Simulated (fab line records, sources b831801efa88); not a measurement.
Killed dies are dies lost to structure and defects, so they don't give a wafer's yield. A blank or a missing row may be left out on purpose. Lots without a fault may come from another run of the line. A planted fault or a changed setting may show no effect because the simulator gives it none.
Which tool did it? | flow sky130 | 13 lots, 39 wafers sampled, at 4 steps of a route of 708

WHAT THE GAUGES READ, wafer by wafer
SKY_SD_N_OVL_MEAS_08.
lot  | measured     | on         | SD_N_OVL (nm)
L466 | day 28 00:45 | overlay-02 | -1.6 -1.1 0.5
L467 | day 28 11:39 | overlay-01 | -2.1 -2.3 -3.5
L470 | day 29 15:24 | overlay-01 | -4.2 -2.9 -2.4
L471 | day 29 23:07 | overlay-01 | -1.1 -2.3 -1.5
L472 | day 30 08:27 | overlay-02 | -3.2 -3.3 -4.5
L476 | day 31 18:09 | overlay-01 | -1.2 -1.2 -1.0
L479 | day 32 23:00 | overlay-01 | -2.7 -0.2 -2.0
L482 | day 33 16:31 | overlay-02 | -1.8 -1.8 -2.7
L483 | day 33 17:20 | overlay-01 | -1.2 -0.7 -1.4
L484 | day 33 21:42 | overlay-01 | -2.4 -1.5 -3.2
L486 | day 34 20:09 | overlay-01 | -1.4 -2.8 -1.8
L487 | day 35 08:08 | overlay-02 | 0.0 0.0 -1.1
L489 | day 35 17:20 | overlay-02 | -0.5 -1.4 -1.7

SKY_LI_CONTACT_CD_MEAS_12: target cd 170 nm.
lot  | measured     | on        | cd_nm (nm)
L466 | day 29 06:53 | cd_sem-01 | 170.9 172.2 170.7
L467 | day 29 18:11 | cd_sem-02 | 171.1 169.9 170.0
L470 | day 30 21:20 | cd_sem-02 | 171.6 173.4 170.9
L471 | day 31 05:02 | cd_sem-02 | 170.7 169.6 169.4
L472 | day 31 14:08 | cd_sem-01 | 169.0 168.6 167.9
L476 | day 32 22:53 | cd_sem-01 | 169.4 169.3 169.4
L479 | day 34 03:55 | cd_sem-01 | 171.4 172.8 171.7
L482 | day 34 21:02 | cd_sem-02 | 170.9 172.9 173.1
L483 | day 34 22:04 | cd_sem-02 | 170.6 170.4 171.3
L484 | day 35 02:07 | cd_sem-01 | 171.4 170.4 172.2
L486 | day 36 00:05 | cd_sem-02 | 168.4 168.9 169.3
L487 | day 36 12:10 | cd_sem-01 | 172.6 170.8 171.7
L489 | day 36 20:50 | cd_sem-02 | 166.4 168.3 168.9

WHICH TOOL RAN EACH LOT (tool, then ch and the chambers of the sampled wafers, then the start)
lot  | SKY_SD_N_STRIP_11                    | SKY_SD_N_RTA_14
L466 | plasma_asher-03 ch 0,1, day 28 01:05 | rtp_anneal-01 ch 0, day 28 01:17
L467 | plasma_asher-03 ch 0,1, day 28 11:59 | rtp_anneal-02 ch 0, day 28 12:12
L470 | plasma_asher-03 ch 0,1, day 29 15:44 | rtp_anneal-01 ch 0, day 29 15:56
L471 | plasma_asher-03 ch 0,1, day 29 23:28 | rtp_anneal-02 ch 0, day 29 23:40
L472 | plasma_asher-03 ch 0,1, day 30 08:47 | rtp_anneal-01 ch 0, day 30 09:00
L476 | plasma_asher-01 ch 0,1, day 31 18:30 | rtp_anneal-01 ch 0, day 31 18:43
L479 | plasma_asher-03 ch 1, day 32 23:20   | rtp_anneal-02 ch 0, day 32 23:33
L482 | plasma_asher-01 ch 0,1, day 33 16:52 | rtp_anneal-01 ch 0, day 33 17:04
L483 | plasma_asher-04 ch 0,1, day 33 17:40 | rtp_anneal-02 ch 0, day 33 17:54
L484 | plasma_asher-04 ch 0,1, day 33 22:03 | rtp_anneal-01 ch 0, day 33 22:15
L486 | plasma_asher-01 ch 0,1, day 34 20:29 | rtp_anneal-01 ch 0, day 34 20:42
L487 | plasma_asher-01 ch 0,1, day 35 08:28 | rtp_anneal-02 ch 0, day 35 08:41
L489 | plasma_asher-03 ch 0,1, day 35 17:40 | rtp_anneal-02 ch 0, day 35 17:53
- SKY_SD_N_STRIP_11: strips in O2/N2.
- SKY_SD_N_RTA_14: time 2 s.

WHAT THE TOOLS THEMSELVES READ (means of the sampled wafers that have a number; where no wafer has one, the mark that the record gives instead)
SKY_SD_N_STRIP_11.
lot  | tool            | drypump_motor_current_A (A) | oes_product_au (a.u.) | strip_time_to_endpoint_s (s)
L466 | plasma_asher-03 | 6.1                         | 0.524                 | 22.55
L467 | plasma_asher-03 | 6.4                         | 0.527                 | 22.52
L470 | plasma_asher-03 | 6.1                         | 0.529                 | 22.52
L471 | plasma_asher-03 | 6.1                         | 0.526                 | 22.54
L472 | plasma_asher-03 | 6.5                         | 0.304                 | -
L476 | plasma_asher-01 | 5.6                         | 0.526                 | 22.50
L479 | plasma_asher-03 | 5.8                         | 0.525                 | 22.52
L482 | plasma_asher-01 | 5.7                         | 0.525                 | 22.48
L483 | plasma_asher-04 | 5.7                         | 0.532                 | 22.58
L484 | plasma_asher-04 | 5.7                         | 0.526                 | 22.48
L486 | plasma_asher-01 | 5.7                         | 0.523                 | 22.50
L487 | plasma_asher-01 | 5.7                         | 0.529                 | 22.51
L489 | plasma_asher-03 | 6.4                         | 0.530                 | 22.55

SKY_SD_N_RTA_14.
lot  | tool          | lamp_power_pct (%) | ramp_up_c_per_s | wafer_temp_C_max
L466 | rtp_anneal-01 | 15.69              | 150.01          | 1078.2
L467 | rtp_anneal-02 | 15.76              | 149.99          | 1077.2
L470 | rtp_anneal-01 | 15.71              | 150.01          | 1077.5
L471 | rtp_anneal-02 | 15.67              | 150.02          | 1078.5
L472 | rtp_anneal-01 | 15.76              | 150.02          | 1078.0
L476 | rtp_anneal-01 | 15.73              | 150.00          | 1077.9
L479 | rtp_anneal-02 | 15.75              | 149.98          | 1077.3
L482 | rtp_anneal-01 | 15.69              | 150.01          | 1078.9
L483 | rtp_anneal-02 | 15.79              | 150.02          | 1077.7
L484 | rtp_anneal-01 | 15.73              | 150.00          | 1077.9
L486 | rtp_anneal-01 | 15.76              | 150.00          | 1078.6
L487 | rtp_anneal-02 | 15.74              | 150.03          | 1077.6
L489 | rtp_anneal-02 | 15.72              | 150.01          | 1077.6

THE ANSWER, worked out from the rows above alone
Rule: what is usual is taken from the lots themselves. Put in order of their means at a reading, lots are off if they are a third of the lots or fewer, leave a main group of 4 or more, and stand apart from it by a gap of 3 or more times the standard deviation of the main group's means; of several such gaps the widest counts. A main group whose means are all the same, to the digits that the tables above print for the reading, isn't used. A lot without any number at a reading at which 4 lots or more have one is off too. The other lots that the step has rows for count as sound. The gauges are gone through in route order, then the tools' own readings, and for those a lot's mean is taken as printed above. The first step at which some lot is off is used, and at that step the reading that is off furthest; a lot without a number counts as furthest.
Off: L472, at SKY_SD_N_STRIP_11 (strip_time_to_endpoint_s). Without a number there: L472. The main group: mean 22.52 s, standard deviation 0.029.
A tool fits if, at that step or a process step before it, it ran every lot that is off, and no sound lot after the first of them. None of those tried fits.

WHAT THE SIMULATOR HAD PUT IN
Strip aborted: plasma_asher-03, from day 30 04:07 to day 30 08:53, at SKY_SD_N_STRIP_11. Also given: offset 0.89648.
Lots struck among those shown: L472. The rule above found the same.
